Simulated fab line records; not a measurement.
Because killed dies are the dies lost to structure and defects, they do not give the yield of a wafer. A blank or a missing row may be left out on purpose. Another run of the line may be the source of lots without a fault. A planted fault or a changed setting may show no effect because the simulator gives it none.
Problem report in the 8D (eight disciplines) form, filled by code -- flow gf180mcu -- the parts of the form that need people (team, actions taken, sign-off) are left out

## 1. PROBLEM STATEMENT
Wafers free of any fault read 0.331 ohm/sq (standard deviation 0.0037) for V4_W_RS at GF_V4_RS_MEAS_24, against a mean of 0.394 ohm/sq on 6 wafers of 2 lots. That is +17 standard deviations from the usual mean.
The step: measures by four-point-probe.
Seen first at day 25 17:50 on filmMetro-03, wafer L816.3. Wafers with a number at this step in the record: 36, from 12 lots. The rule behind "out" and "out of limits": a value lying over 4 standard deviations away from the usual mean. The rest of the wafers with a number are treated as sound.

## 2. WHAT IT IS, WHAT IT ISN'T
question,is,is not
which readings at this step,V4_W_RS,-
which lots,"L816, L818","L812, L823, L824, L828, L829, L830, L831, L832, L834, L835"
which wafers of those lots,all that have a number,-
read on which gauges,filmMetro-03,filmMetro-01
when,from day 25 17:50,"up to then (3 sound wafers); but 27 sound wafers of L823, L824, L828, L829, L830, L831, L832, L834, L835 came after"

## 3. WHAT RULES OUT EACH SUSPECT
Counting: any tool at a process step up to the reading is kept as a suspect provided that every lot that is out went through it and no sound lot did after the first of them.
- ruled out: the gauge at GF_V4_RS_MEAS_24. All the wafers that are out were read on filmMetro-03, but those of them that GF_V4_CVD_23 has rows for are out there too, on other tools.
- pvdSputter-01 at GF_M4_SPUTTER_04 (material TiN, target thk 50 nm, time 41.7 s): ruled out as a lasting fault. After its first lot that is out, L816 (day 23 20:29), sound lots L823, L828, L831, L832, L835 ran on it.
- cvdW-02 at GF_V4_CVD_23 (deposits W, target thk 350 nm, time 104.9 s): ruled out as a lasting fault. After its first lot that is out, L816 (day 25 17:44), sound lots L829, L831, L835 ran on it.
Left after counting: nothing in the record.

## 4. THE CAUSE (what the simulator had put in)
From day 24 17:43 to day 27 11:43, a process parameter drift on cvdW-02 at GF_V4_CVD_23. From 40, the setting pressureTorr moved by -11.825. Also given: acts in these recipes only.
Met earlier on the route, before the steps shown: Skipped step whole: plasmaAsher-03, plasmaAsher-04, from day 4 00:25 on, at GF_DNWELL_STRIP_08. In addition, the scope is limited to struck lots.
Counting ruled it out, wrongly: the rule takes a fault to strike every lot that its tool runs from its start on, and this one did not.

## 5. THE EFFECT CHAIN, in route order
Rows list readings where the struck wafers' mean (over those with a number) sits beyond 3 standard deviations from the usual. Only readings for which the record gives a usual standard deviation are gone through. hours: the time from each lot's start at the first step in this table that gives one to its start at this step, as a median over the lots. sigmas: the change in usual standard deviations.
hours,step,reading,usual,on struck wafers,change,sigmas
0,GF_V4_CVD_23,chamberPressureTorr,40.02 Torr,28.14,-11.88,-99 or more
0,GF_V4_RS_MEAS_24,V4_W_RS,0.331 ohm/sq,0.394,+0.062,+17
0,GF_V4_THK_MEAS_25,V4_W_THK,351 nm,299,-52,-9.2
0,GF_V4_CMP_26,timeToEndpointS,84 s,67,-17,-5.4
It contains these process steps:
- GF_V4_CVD_23: deposits W, target thk 350 nm, time 104.9 s.
- GF_V4_CMP_26: polishes, stops on SiO2, t overpolish 15 s, target thk 0 nm.

## 6. HOW IT WOULD HAVE BEEN CAUGHT EARLIER
24 hours passed between the start of the fault at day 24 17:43 and the first reading out of limits at a measuring or inspecting step in this record, taken at day 25 17:50.
At GF_V4_CVD_23, the tool's own readings (chamberPressureTorr) were out on each struck wafer the step has a row for, so an alarm limit on them would have fired on the first such wafer.
